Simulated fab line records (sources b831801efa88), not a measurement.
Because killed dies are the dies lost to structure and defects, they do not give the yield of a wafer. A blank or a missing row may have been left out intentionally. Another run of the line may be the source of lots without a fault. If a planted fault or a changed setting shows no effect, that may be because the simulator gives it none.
A lot that was struck, set against a sound lot -- flow gf180mcu -- 23 out of 602 route steps
Sound: the wafers L517.2, L517.3, L517.4. Struck: wafer L520.5. (L520.1, L520.2 of the same lot were not struck and are left out.) The cause comes at the end.
Order at every step that has rows: each side's tool, ch and its chambers, its first start. Under that, the readings that differ: sound wafers -- struck wafers -- difference of the means -- sigmas: that difference in standard deviations of wafers without a fault.
alike: words and numbers the same on both sides, and readings whose means are apart by under 2 such deviations; not compared: readings that were withheld, readings missing a value for some wafer, numbers with overlapping values and no deviation given by the record, and bounds like >300 which may hide the same value.
The two part at a step that has a row with sigmas, a row that says differs or no value, or rows on one side only. Numbers that have no deviation but don't overlap get no sigmas and don't part them. A reading that every wafer of one side lacks parts them only if that side has two wafers or more.

first, 5 steps without rows for these wafers: GF_MVSD_COAT_02 (resist thk 3000 nm); GF_MVSD_SOFTBAKE_03; GF_MVSD_EXPOSE_04 (exposes mask MVSD, target cd 1000 nm); GF_MVSD_PEB_05; GF_MVSD_DEVELOP_06 (develop time 60 s).
GF_MVSD_OVL_MEAS_07:
  sound: overlay-01 at day 9 05:58; struck: overlay-02 at day 9 23:58
  alike: MVSD_OVL
then, 2 steps without rows for these wafers: GF_MVSD_IMPLANT_08; GF_MVSD_IMPLANT_09.
GF_MVSD_STRIP_10: strips in O2/N2.
  sound on plasma-asher-02 ch 0,1, day 9 06:17; struck on plasma-asher-02 ch 1, day 10 00:22
  alike: drypump-motor-current-A, heater-power-w, oes-product-au, strip-time-to-endpoint-s
  not compared: rf-hours-counter-h
GF_MVSD_TW_MEAS_11:
  sound: film-metro-03 at day 9 06:24; struck: film-metro-03 at day 10 00:28
  alike: MVSD_TW
then, 2 steps without rows for these wafers: GF_MVPSD_DEHYDRATE_00 (time 60 s); GF_MVPSD_HMDS_01 (prime time 60 s).
GF_MVPSD_COAT_02: resist thk 3000 nm.
  sound on litho-track-02 ch 0, day 9 14:27; struck on litho-track-04 ch 0, day 10 08:55
reading,sound,struck,difference,sigmas
model.coat_of_MVPSD_COAT_02.thk-nm (nm),3003 3006 3011,1706,-1301,
then, 3 steps without rows for these wafers: GF_MVPSD_SOFTBAKE_03; GF_MVPSD_EXPOSE_04 (exposes mask MVPSD, target cd 1000 nm); GF_MVPSD_PEB_05.
GF_MVPSD_DEVELOP_06: develop time 60 s.
  sound on litho-track-02 ch 0; struck on litho-track-02 ch 0
reading,sound,struck,difference,sigmas
model.coat_of_MVPSD_COAT_02.thk-nm (nm),3002 3005 3010,1705,-1301,
GF_MVPSD_OVL_MEAS_07:
  sound: overlay-02 at day 9 23:44; struck: overlay-01 at day 10 18:01
  alike: MVPSD_OVL
then, 2 steps without rows for these wafers: GF_MVPSD_IMPLANT_08; GF_MVPSD_IMPLANT_09.
GF_MVPSD_STRIP_10: strips in O2/N2.
  sound on plasma-asher-01 ch 0,1, day 10 00:04; struck on plasma-asher-04 ch 0, day 10 18:22
reading,sound,struck,difference,sigmas
strip-time-to-endpoint-s (s),36.98 37.01 37.07,21.94,-15.08,-99 or more
  alike: drypump-motor-current-A, heater-power-w, oes-product-au
  not compared: rf-hours-counter-h
GF_MVPSD_TW_MEAS_11:
  sound: film-metro-04 at day 10 00:10; struck: film-metro-04 at day 10 18:28
  alike: MVPSD_TW
-- the record jumps here: 24 days lie between the struck wafers' starts before and after (it left off in module MVPSD and takes up again in module PASSIVATION, whose first step shown is number 602 of the route) --
GF_PASSIVATION_PROBE_99:
  sound: prober-02 at day 34 16:25; struck: prober-02 at day 34 23:58
reading,sound,struck,difference,sigmas
model.etest.ldpmos_10p0.r-on-ohm-um,1.118e+04 1.12e+04 1.108e+04,1.076e+04,-3.933e+02,
model.etest.ldpmos_10p0.drive-ua-um,261.1 261.5 257.4,272.5,+12.5,

WHERE THEY PART
GF_MVPSD_STRIP_10 only, going by this record. Later steps at which nothing parts them and some readings are alike: GF_MVPSD_TW_MEAS_11.

WHY: what the simulator had put in
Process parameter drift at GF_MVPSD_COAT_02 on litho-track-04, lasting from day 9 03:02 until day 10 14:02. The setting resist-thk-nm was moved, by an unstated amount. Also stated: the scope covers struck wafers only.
